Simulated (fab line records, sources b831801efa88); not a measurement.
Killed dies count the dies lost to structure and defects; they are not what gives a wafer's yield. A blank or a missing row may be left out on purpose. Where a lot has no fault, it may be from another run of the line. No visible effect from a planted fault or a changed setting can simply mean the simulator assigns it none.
2 desks, one fault | flow gf180mcu | each desk holds nothing but its own numbers, with what lay behind them at the end

TOOL OWNER'S DESK, implanter-04
GF_NSD_IMPLANT_09, tool's own readings: per-lot mean of the sampled wafers with a number, covering each lot this tool ran. A lot is out of limits, marked OUT, if its mean lies more than 4 standard deviations from the usual mean; the brackets give that distance.
Columns: A = dose-ions-cm2 at GF_NSD_IMPLANT_09, usual 4.001e+15; B = end-station-pressure-torr at GF_NSD_IMPLANT_09, usual 1.27e-05 Torr
lot  | first seen here | A         | B
L920 | day 13 11:25    | 4.004e+15 | 1.23e-05
L923 | day 14 15:10    | 4.002e+15 | 1.27e-05
L928 | day 16 08:46    | 4.001e+15 | 1.25e-05
L929 | day 16 14:44    | 4.002e+15 | 1.19e-05
L938 | day 19 13:05    | 4.004e+15 | 1.18e-05
L939 | day 20 02:26    | 3.998e+15 | 1.25e-05
L940 | day 20 11:22    | 3.998e+15 | 1.25e-05
L941 | day 20 23:04    | 3.998e+15 | 1.23e-05
L942 | day 21 02:11    | 4.010e+15 | 1.22e-05
Finding of this desk: none of the 9 lots has anything out of limits.

FROM THE METROLOGY DESK
Lot by lot, what the gauges showed, no matter which tool ran the lot: averages of those sampled wafers that carry a number. A lot is out of limits, marked OUT, if its mean lies more than 4 standard deviations from the usual mean; the brackets give that distance.
Columns: A = cd-nm at GF_HV_LDD_CD_MEAS_19, usual 400.4 nm; B = HV_LDD_01_OVL at GF_HV_LDD_OVL_MEAS_20, usual 0.6 nm; C = NSD_RS at GF_PSD_RS_MEAS_14, usual 46.09 ohm/sq
lot  | first seen here | A     | B    | C
L920 | day 10 21:08    | 399.8 | 0.5  | 46.11
L923 | day 11 22:43    | 395.9 | -0.3 | 46.10
L926 | day 12 21:57    | 398.1 | -0.1 | 46.01
L928 | day 13 11:50    | 400.3 | 0.5  | 46.91 (+10) OUT
L929 | day 13 16:45    | 399.2 | -0.0 | 46.91 (+10) OUT
L934 | day 15 11:27    | 400.1 | 1.1  | 46.17
L936 | day 15 21:21    | 399.5 | 0.9  | 45.98
L938 | day 16 09:45    | 402.8 | -1.6 | 46.18
L939 | day 16 22:17    | 399.3 | -1.2 | 46.09
L940 | day 17 06:58    | 398.3 | 0.9  | 46.10
L941 | day 17 17:36    | 400.9 | -0.3 | 45.98
L942 | day 17 21:19    | 400.2 | 0.4  | 46.03
This desk finds L928, L929 out of limits, with the earliest case on L928 at day 17 07:41 (NSD_RS at GF_PSD_RS_MEAS_14). L920, L923, L926, L934, L936, L938, L939, L940, L941, L942 stayed within limits.

BROUGHT TOGETHER
L928, L929 would have let the metrology desk raise an alarm at day 17 07:41.
The tool owner's desk saw nothing out of limits.
The tool owner's desk has L928, L929 on record, within its limits.
Every lot named ran GF_NSD_IMPLANT_09 on implanter-04.

WHAT WAS PUT IN BY THE SIMULATOR
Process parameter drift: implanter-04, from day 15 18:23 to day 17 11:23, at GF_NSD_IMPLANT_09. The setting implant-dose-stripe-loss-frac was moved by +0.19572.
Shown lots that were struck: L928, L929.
Delay in hours, fault start to first out-of-limits reading, per desk: metrology desk 37.
